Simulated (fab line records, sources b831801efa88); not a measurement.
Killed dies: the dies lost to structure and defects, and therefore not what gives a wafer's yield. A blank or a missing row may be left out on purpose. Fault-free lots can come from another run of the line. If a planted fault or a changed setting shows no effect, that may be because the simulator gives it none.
fab line records | flow sfqLine
record: lots: 6 wafers: 18 lastDay: 91
route steps=325 shown M3@132 I3@133
lots with no fault: from the same line, run without faults
startH: start of the lot's first displayed wafer, in hours after the record's first day | waitH: time in hours since the lot's previous step | " repeats the value in the row above | L1.1+2: a row that stands for several wafers | - no value, or no start was given | * or withheld: withheld | < > ~ a bound
route shown NAME@n: NAME is a module with steps in the file, n the number in the route of the first one | usual: mean/standard deviation taken from wafers without a fault | same: alike in all rows | chamber/n: place in a boat | sites: the reading at each site | _std_site: standard deviation across them | _edge_site: the outer-site mean with the inner-site mean subtracted | radiusMm: how far each site lies from the wafer's centre | mask NAME#n: copy n | behind: the tool/chamber that last shaped the wafer | hold: cause of the lot's hold/its duration in hours/its outcome | device: the transistor (n, p or np) that didn't switch | end of line: the tests these same wafers got at the end of their route | where a step has no rows: the recipe by itself | killed: not the wafer's yield, but the dies lost to structure and defects at the first sort | map: the dies of a wafer, with x for killed, . for not killed, _ for no die there
set.NAME: the setting as run; set.NAME@STEP: as run at that earlier step | model.NAME: the simulator's own value behind a step, which no gauge read
lots seen at some steps along the route; tables by step, rows by wafer
services: when a tool's chamber went out of use (startH, in hours from the record's first day, below 0 if earlier), for how many hours, and the reason
== steps ==
step: SFQ_TRILAYER_M3_STRIP_SOLV_CLEAN_080
recipe: chemistry: NMP tempC: 70 timeS: 600
step: SFQ_TRILAYER_I3_DEP_PECVD_081
recipe: material: SiO2 tempC: 150 timeS: 111.11 pressureTorr: 2.4 rfW: 183.3 precursor: SiH4/N2O targetThkNm: 500
usual: heaterPowerW: 83/9.1 throttleValvePct: 25.0/1.3
columns lot.wafer tool chamber startH waitH heaterPowerW throttleValvePct
L392.1 pecvd-02 0 928.90 0.0 79 25.1
L392.2 " 1 " " 91 27.1
L392.4 " 2 " " 83 26.2
L397.1 pecvd-04 0 943.29 0.0 72 24.8
L397.3 " 2 " " 87 23.3
L397.5 " 0 " " 62 24.7
L398.1 pecvd-02 1 945.70 0.0 87 27.1
L398.2 " 2 " " 77 26.5
L398.5 " 1 " " 89 26.9
L406.1 pecvd-01 1 1036.64 0.0 99 23.7
L406.4 " 2 " " 81 23.3
L406.6 " 0 " " 102 23.5
L410.1 pecvd-02 0 1056.06 0.0 82 25.1
L410.5 " 1 " " 87 27.1
L410.6 " 0 " " 82 24.9
L414.1 pecvd-01 2 1113.60 0.0 72 23.6
L414.4 " 1 " " 101 23.9
L414.6 " 0 " " 84 23.7
step: SFQ_TRILAYER_I3_CMP_CMP_082
recipe: material: SiO2 downForcePsi: 3 platenRpm: 60 padVelocityMS: 0.94248
usual: headPressurePsi: 3.000/0.0063 motorCurrentA: 10.8/1.1 timeToEndpointS: 217/7.7
columns lot.wafer tool chamber startH waitH headPressurePsi motorCurrentA timeToEndpointS
L392.2 cmp-02 0 945.60 16.7 3.008 11.3 211
L392.1 " 1 " " 3.003 9.9 213
L392.4 " 3 947.10 18.1 2.997 11.6 228
L397.3 cmp-01 3 963.22 19.9 2.998 12.4 214
L397.1 " 1 964.22 20.9 2.993 9.4 209
L397.5 " 0 965.72 22.3 3.005 12.3 215
L398.1 cmp-01 2 966.72 21.0 3.013 9.0 216
L398.2 " 3 " " 2.991 11.9 211
L398.5 " 2 968.72 22.9 3.005 9.2 219
L406.1 cmp-01 2 1036.86 0.2 3.007 8.4 221
L406.4 " 1 1038.36 1.6 3.007 10.0 228
L406.6 " 3 1039.36 2.6 2.997 12.1 213
L410.1 cmp-01 2 1067.08 11.0 3.001 9.0 233
L410.6 " 1 1068.58 12.4 2.995 9.6 234
L410.5 " 2 " " 3.006 9.3 226
L414.4 cmp-01 3 1118.64 5.0 2.994 12.5 203
L414.1 " 2 1120.14 6.5 3.005 8.9 212
L414.6 " 3 " " 2.998 13.0 205
step: SFQ_I3_BOW_MEAS_922
recipe: mode: bow
usual: I3_BOW: 3/8.4
columns lot.wafer tool chamber startH waitH I3_BOW[um]
L392.1 filmMetro-04 - 948.60 2.0 15
L392.2 " - " " 3
L392.4 " - " " 15
L397.1 filmMetro-02 - 966.22 1.5 0
L397.3 " - " " 4
L397.5 " - " " 0
L398.1 filmMetro-03 - 969.22 2.0 -4
L398.2 " - " " 2
L398.5 " - " " 8
L406.1 filmMetro-03 - 1039.86 2.5 -7
L406.4 " - " " -3
L406.6 " - " " -8
L410.1 filmMetro-03 - 1069.58 2.0 -2
L410.5 " - " " 2
L410.6 " - " " 0
L414.1 filmMetro-03 - 1121.64 1.0 3
L414.4 " - " " 11
L414.6 " - " " 17
step: SFQ_TRILAYER_I3_METRO_MEASURE_083
usual: thkNm: 200.7/1.1
columns lot.wafer tool chamber startH waitH thkNm
L392.1 filmMetro-04 - 948.72 0.1 199.6
L392.2 " - " " 200.3
L392.4 " - " " 201.5
L397.1 filmMetro-02 - 966.34 0.1 200.8
L397.3 " - " " 199.1
L397.5 " - " " 201.0
L398.1 filmMetro-03 - 969.34 0.1 201.0
L398.2 " - " " 199.7
L398.5 " - " " 202.0
L406.1 filmMetro-03 - 1039.98 0.1 201.8
L406.4 " - " " 201.3
L406.6 " - " " 200.9
L410.1 filmMetro-03 - 1069.70 0.1 202.2
L410.5 " - " " 201.2
L410.6 " - " " 201.1
L414.1 filmMetro-03 - 1121.76 0.1 201.9
L414.4 " - " " 198.9
L414.6 " - " " 200.7
step: SFQ_TRILAYER_I3_VIA_LITHO_COAT_090
recipe: resist: BARC spinRpm: 3000 resistThkNm: 62
step: SFQ_TRILAYER_I3_VIA_LITHO_COAT_085
recipe: resist: KrF spinRpm: 3000 resistThkNm: 646.2
step: SFQ_TRILAYER_I3_VIA_LITHO_SOFTBAKE_089
recipe: tempC: withheld timeS: withheld resist: KrF
step: SFQ_TRILAYER_I3_VIA_LITHO_EXPOSE_086
recipe: maskId: I3 na: 0.6 sourceShape: conventional sigmaOuter: 0.65 targetCdNm: 500 doseMj: 21.3
step: SFQ_TRILAYER_I3_VIA_LITHO_PEB_088
recipe: pebTempC: 115 pebTimeS: 62.31 resist: KrF
usual: chillPlateTempC: 22.98/0.095 plateSensorTCentreC: 115.95/0.0099 plateSensorTEdgeC: 116.08/0.01
columns lot.wafer tool chamber startH waitH chillPlateTempC plateSensorTCentreC plateSensorTEdgeC
L392.1 lithoTrack-01 0 1073.88 1.0 23.06 115.93 116.08
L392.2 " 0 " " 22.95 115.95 116.07
L392.4 " 0 " " 23.14 115.94 116.09
L397.1 lithoTrack-02 0 1095.48 1.0 22.90 115.96 116.1
L397.3 " 0 " " 23.32 115.96 116.07
L397.5 " 0 " " 23.03 115.95 116.08
L398.1 lithoTrack-01 0 1097.88 1.0 23.02 115.94 116.1
L398.2 " 0 " " 23.19 115.95 116.09
L398.5 " 0 " " 23.17 115.95 116.09
L406.1 lithoTrack-02 0 1181.87 1.0 22.97 115.94 116.08
L406.4 " 0 " " 23.01 115.95 116.07
L406.6 " 0 " " 22.87 115.96 116.09
L410.1 lithoTrack-02 0 1207.07 1.0 23.00 115.93 116.06
L410.5 " 0 " " 23.09 115.94 116.08
L410.6 " 0 " " 22.98 115.94 116.08
L414.1 lithoTrack-01 0 1241.91 1.0 22.88 115.94 116.09
L414.4 " 0 " " 23.02 115.94 116.09
L414.6 " 0 " " 23.13 115.94 116.09
step: SFQ_TRILAYER_I3_VIA_LITHO_DEVELOP_087
recipe: timeS: 60 resist: KrF
step: SFQ_I3_OVL_MEAS_923
usual: I3_OVL: 2/5.6
columns lot.wafer tool chamber startH waitH I3_OVL[nm]
L392.1 overlay-01 - 1074.18 0.1 6
L392.2 " - " " 11
L392.4 " - " " 12
L397.1 overlay-01 - 1095.78 0.1 4
L397.3 " - " " -4
L397.5 " - " " 0
L398.1 overlay-02 - 1098.18 0.1 5
L398.2 " - " " 3
L398.5 " - " " 4
L406.1 overlay-02 - 1182.17 0.1 16
L406.4 " - " " 6
L406.6 " - " " 1
L410.1 overlay-01 - 1207.37 0.1 -9
L410.5 " - " " 4
L410.6 " - " " -9
L414.1 overlay-02 - 1242.21 0.1 12
L414.4 " - " " 3
L414.6 " - " " 12
step: SFQ_TRILAYER_I3_VIA_BARC_OPEN_VIA_ETCH_121
recipe: maskMaterial: PR chemistry: O2 targetDepthNm: 125 target: BARC sourceW: 500 biasW: 80 pressureMtorr: 30 timeS: 41.7
usual: chamberPressureMTorr: 30.001/0.027 drypumpMotorCurrentA: 5.9/0.51 oesProductAu: 0.685/0.0047
columns lot.wafer tool chamber startH waitH chamberPressureMTorr drypumpMotorCurrentA oesProductAu rfHoursCounterH
L392.1 rieDiel-01 3 1074.22 0.0 29.970 6.2 0.690 9
L392.2 " 1 " " 29.985 6.0 0.682 3
L392.4 " 0 " " 30.001 6.0 0.692 9
L397.1 rieDiel-04 3 1095.82 0.0 30.009 6.1 0.686 6
L397.3 " 2 " " 30.006 6.5 0.683 13
L397.5 " 2 " " 30.001 6.5 0.687 -
L398.1 rieDiel-04 1 1098.22 0.0 29.981 4.7 0.675 5
L398.2 " 3 " " 30.027 6.1 0.691 6
L398.5 " 1 " " 30.030 4.7 0.679 -
L406.1 rieDiel-01 2 1182.20 0.0 23.997 6.4 0.690 12
L406.4 " 3 " " 24.036 6.2 0.681 11
L406.6 " 1 " " 23.996 6.0 0.689 -
L410.1 rieDiel-01 1 1207.40 0.0 24.027 6.0 0.681 6
L410.5 " 3 " " 23.985 6.2 0.689 -
L410.6 " 2 " " 23.996 6.5 0.684 -
L414.1 rieDiel-03 3 1242.25 0.0 29.953 5.9 0.694 6
L414.4 " 2 " " 29.993 5.7 0.685 7
L414.6 " 3 " " 29.987 5.9 0.688 -
step: SFQ_TRILAYER_I3_VIA_ETCH_VIA_ETCH_088
recipe: target: SiO2 stopOn: Nb maskMaterial: PR taperDeg: 20 chemistry: CHF3 targetDepthNm: 260 sourceW: 500 biasW: 80 pressureMtorr: 30 timeS: withheld
usual: chamberPressureMTorr: 30.000/0.029 drypumpMotorCurrentA: 5.9/0.5 oesProductAu: 0.856/0.0054
columns lot.wafer tool chamber startH waitH chamberPressureMTorr drypumpMotorCurrentA oesProductAu
L392.1 rieDiel-01 3 1074.26 0.0 29.973 6.2 0.867
L392.2 " 1 " " 30.036 6.0 0.851
L392.4 " 0 " " 30.032 6.0 0.864
L397.1 rieDiel-04 3 1095.86 0.0 30.009 6.1 0.854
L397.3 " 2 " " 29.996 6.5 0.850
L397.5 " 2 " " 30.015 6.5 0.848
L398.1 rieDiel-04 1 1098.26 0.0 29.996 4.7 0.854
L398.2 " 3 " " 29.992 6.1 0.850
L398.5 " 1 " " 30.012 4.7 0.853
L406.1 rieDiel-01 2 1182.24 0.0 29.979 6.4 0.855
L406.4 " 3 " " 29.984 6.2 0.863
L406.6 " 1 " " 30.061 6.0 0.858
L410.1 rieDiel-01 1 1207.44 0.0 29.982 6.1 0.870
L410.5 " 3 " " 29.976 6.1 0.861
L410.6 " 2 " " 30.019 6.4 0.860
L414.1 rieDiel-03 3 1242.29 0.0 30.014 5.9 0.851
L414.4 " 2 " " 30.042 5.6 0.857
L414.6 " 3 " " 30.003 5.9 0.868
== services ==
columns tool chamber startH hours kind
rieDiel-01 - 911.92 20.2 repair
cmp-01 - 917.11 3.1 pm
cmp-01 - 920.22 4.0 pm
filmMetro-03 - 934.92 0.8 pm
rieDiel-04 - 940.59 2.8 pm
filmMetro-03 - 952.54 1.1 pm
rieDiel-04 2 979.66 3.5 repair
filmMetro-03 - 1018.94 0.5 pm
rieDiel-01 2 1033.30 35.3 repair
cmp-01 - 1049.54 17.0 pm
rieDiel-04 1 1063.68 14.9 repair
rieDiel-04 - 1078.22 1.0 repair
rieDiel-01 1 1079.64 5.6 repair
cmp-01 - 1122.07 4.7 repair
cmp-01 - 1122.55 0.9 repair
rieDiel-01 3 1134.25 1.9 repair
rieDiel-01 0 1142.05 1.7 repair
cmp-01 - 1165.13 0.4 repair
filmMetro-03 - 1178.66 0.2 pm
filmMetro-03 - 1197.20 0.7 pm
rieDiel-04 3 1227.73 3.1 repair
rieDiel-04 2 1232.80 2.1 repair
cmp-01 - 1232.86 0.8 repair
rieDiel-04 - 1241.78 1.7 repair
== key ==
firstSign: step: SFQ_TRILAYER_I3_VIA_BARC_OPEN_VIA_ETCH_121 reading: chamberPressureMTorr direction: down sigmas: 99+ usual: 30.001 struck: 24.006
effect none on later readings
metAt SFQ_TRILAYER_I3_VIA_BARC_OPEN_VIA_ETCH_121
struckWafers L406.1,L406.4,L406.6,L410.1,L410.5,L410.6
onsetBetween 1074.22 1182.20
fault: kind: processParameterDrift tool: rieDiel-01 chamber: - onsetH: 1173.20 steps: SFQ_TRILAYER_I3_VIA_BARC_OPEN_VIA_ETCH_121 channel: pressureMtorr offset: -6 shape: step endH: 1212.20 actsIn: theseRecipesOnly stated: 30
